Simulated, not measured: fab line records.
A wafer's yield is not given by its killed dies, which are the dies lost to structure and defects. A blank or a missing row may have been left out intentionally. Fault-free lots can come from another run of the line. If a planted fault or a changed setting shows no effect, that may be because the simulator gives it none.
Shared-tool check    flow gf180mcu    33 wafers sampled across 11 lots

== WHAT PROMPTED THE OPENING ==
2 of 11 lots carry a flag on the reading M3_ALCU_RS at GF_M3_RS_MEAS_05. Fault-free wafers read 0.0697 ohm/sq, with a standard deviation of 0.00081.
Rule: a lot is flagged in two cases, either no wafer of it has a number, or all its wafers with numbers fall more than 4 standard deviations from that mean. The other lots count as sound.

lot   measured      on             M3_ALCU_RS (ohm/sq), wafer by wafer  flag
L560  day 20 01:14  film_metro-04  0.0699 0.0701 0.0702                 
L563  day 21 02:56  film_metro-01  0.0702 0.0702 0.0697                 
L564  day 21 23:43  film_metro-04  0.0705 0.0704 0.0705                 
L565  day 22 00:57  film_metro-01  0.0696 0.0692 0.0697                 
L566  day 22 10:34  film_metro-03  0.0693 0.0695 0.0694                 
L567  day 22 23:47  film_metro-03  0.0684 0.0681 0.0685                 
L573  day 25 09:15  film_metro-04  0.0538 0.0541 0.0539                 FLAGGED
L575  day 25 15:32  film_metro-03  0.0536 0.0538 0.0534                 FLAGGED
L574  day 25 21:31  film_metro-01  0.0696 0.0691 0.0694                 
L576  day 26 01:54  film_metro-04  0.0706 0.0705 0.0706                 
L581  day 27 12:45  film_metro-01  0.0687 0.0695 0.0693                 
On average the flagged lots' numbers are 0.0538 ohm/sq, which is -0.0159 ohm/sq against the usual, or -20 standard deviations.

== EACH LOT AND THE TOOL IT RAN ON ==
Before the reading, the record contains 4 process steps out of a 602-step route. Cell contents, in order: the tool; ch with the chambers the sampled wafers went through; the start.
lot   flag     GF_V2_ETCH_17                                  GF_V2_CVD_23                   GF_M3_SPUTTER_02              GF_M3_SPUTTER_03
L560           rie_diel-02 ch 0,3, day 20 00:25 or earlier    cvd_w-02 ch 1, day 20 00:25    pvd_sputter-02, day 20 01:09  pvd_sputter-02, day 20 01:11
L563           rie_diel-03 ch 0,1,2, day 21 02:08 or earlier  cvd_w-02 ch 0,1, day 21 02:08  pvd_sputter-01, day 21 02:49  pvd_sputter-01, day 21 02:50
L564           rie_diel-04 ch 0,2,3, day 21 22:54 or earlier  cvd_w-01 ch 0,1, day 21 22:54  pvd_sputter-01, day 21 23:38  pvd_sputter-01, day 21 23:40
L565           rie_diel-02 ch 0,2,3, day 22 00:07 or earlier  cvd_w-02 ch 0,1, day 22 00:07  pvd_sputter-02, day 22 00:50  pvd_sputter-02, day 22 00:52
L566           rie_diel-02 ch 2,3, day 22 09:45 or earlier    cvd_w-01 ch 0,1, day 22 09:45  pvd_sputter-02, day 22 10:26  pvd_sputter-02, day 22 10:28
L567           rie_diel-02 ch 2,3, day 22 22:58 or earlier    cvd_w-01 ch 0, day 22 22:58    pvd_sputter-04, day 22 23:41  pvd_sputter-04, day 22 23:43
L573  FLAGGED  rie_diel-04 ch 0,2,3, day 25 08:26 or earlier  cvd_w-02 ch 0,1, day 25 08:26  pvd_sputter-02, day 25 09:07  pvd_sputter-02, day 25 09:09
L575  FLAGGED  rie_diel-04 ch 0,3, day 25 13:18 or earlier    cvd_w-02 ch 0,1, day 25 13:18  pvd_sputter-02, day 25 15:25  pvd_sputter-02, day 25 15:26
L574           rie_diel-02 ch 0,1,3, day 25 20:41 or earlier  cvd_w-02 ch 0,1, day 25 20:41  pvd_sputter-04, day 25 21:23  pvd_sputter-04, day 25 21:25
L576           rie_diel-02 ch 0,3, day 26 00:53 or earlier    cvd_w-01 ch 0,1, day 26 00:53  pvd_sputter-01, day 26 01:45  pvd_sputter-01, day 26 01:47
L581           rie_diel-02 ch 1,2, day 27 11:56 or earlier    cvd_w-02 ch 0,1, day 27 11:56  pvd_sputter-04, day 27 12:37  pvd_sputter-04, day 27 12:39
What is done by these steps:
- GF_V2_ETCH_17: etches SiO2 in C4F8/O2/Ar, stops on TiN, target depth 630 nm.
- GF_V2_CVD_23: deposits W, target thk 350 nm, time 104.94 s.
- GF_M3_SPUTTER_02: material AlCu, target thk 450 nm, time 23.9 s.
- GF_M3_SPUTTER_03: material Ti, target thk 10 nm, time 6.7 s.
- GF_M3_RS_MEAS_05: measures by four-point-probe.

== FLAGGED OVER TOTAL, TOOL BY TOOL (the gauges that took the reading come last) ==
step              tool            lots run  flagged  share of the flagged lots  sound lots run after its first flagged lot
GF_V2_ETCH_17     rie_diel-02     7         0        none                       -
GF_V2_ETCH_17     rie_diel-03     1         0        none                       -
GF_V2_ETCH_17     rie_diel-04     3         2        all                        0
GF_V2_CVD_23      cvd_w-01        4         0        none                       -
GF_V2_CVD_23      cvd_w-02        7         2        all                        2 (L574,L581)
GF_M3_SPUTTER_02  pvd_sputter-01  3         0        none                       -
GF_M3_SPUTTER_02  pvd_sputter-02  5         2        all                        0
GF_M3_SPUTTER_02  pvd_sputter-04  3         0        none                       -
GF_M3_SPUTTER_03  pvd_sputter-01  3         0        none                       -
GF_M3_SPUTTER_03  pvd_sputter-02  5         2        all                        0
GF_M3_SPUTTER_03  pvd_sputter-04  3         0        none                       -
GF_M3_RS_MEAS_05  film_metro-01   4         0        none                       -
GF_M3_RS_MEAS_05  film_metro-03   3         1        some                       0
GF_M3_RS_MEAS_05  film_metro-04   4         1        some                       1 (L576)
GF_V2_ETCH_17: start missing for some lots; hours and lot order therefore follow GF_V2_CVD_23.

== WHAT THE TABLE PERMITS ==
4 rows of the table ran every flagged lot: rie_diel-04 at GF_V2_ETCH_17, cvd_w-02 at GF_V2_CVD_23, pvd_sputter-02 at GF_M3_SPUTTER_02, pvd_sputter-02 at GF_M3_SPUTTER_03.
- rie_diel-04 at GF_V2_ETCH_17 ran 3 lots, 2 of them flagged. Its last sound lot is L564 (day 21 22:54), its first flagged lot L573 (day 25 08:26): a fault that began between those two fits.
- cvd_w-02 at GF_V2_CVD_23 ran 7 lots, 2 of them flagged. Sound lots followed the first flagged one (L574, L581) on it, something a lasting fault affecting the whole tool could not allow.
- pvd_sputter-02 at GF_M3_SPUTTER_02 ran 5 lots, 2 of them flagged. Its last sound lot is L566 (day 22 10:26), its first flagged lot L573 (day 25 09:07): a fault that began between those two fits.
- pvd_sputter-02 at GF_M3_SPUTTER_03 ran 5 lots, 2 of them flagged. Its last sound lot is L566 (day 22 10:28), its first flagged lot L573 (day 25 09:09): a fault that began between those two fits.
These 2 tools cannot be told apart by counting lots, since each of them fits a fault that started at some hour. More lots, or a look at what each step does to the wafer, might.

== WHAT HAD BEEN PUT IN BY THE SIMULATOR ==
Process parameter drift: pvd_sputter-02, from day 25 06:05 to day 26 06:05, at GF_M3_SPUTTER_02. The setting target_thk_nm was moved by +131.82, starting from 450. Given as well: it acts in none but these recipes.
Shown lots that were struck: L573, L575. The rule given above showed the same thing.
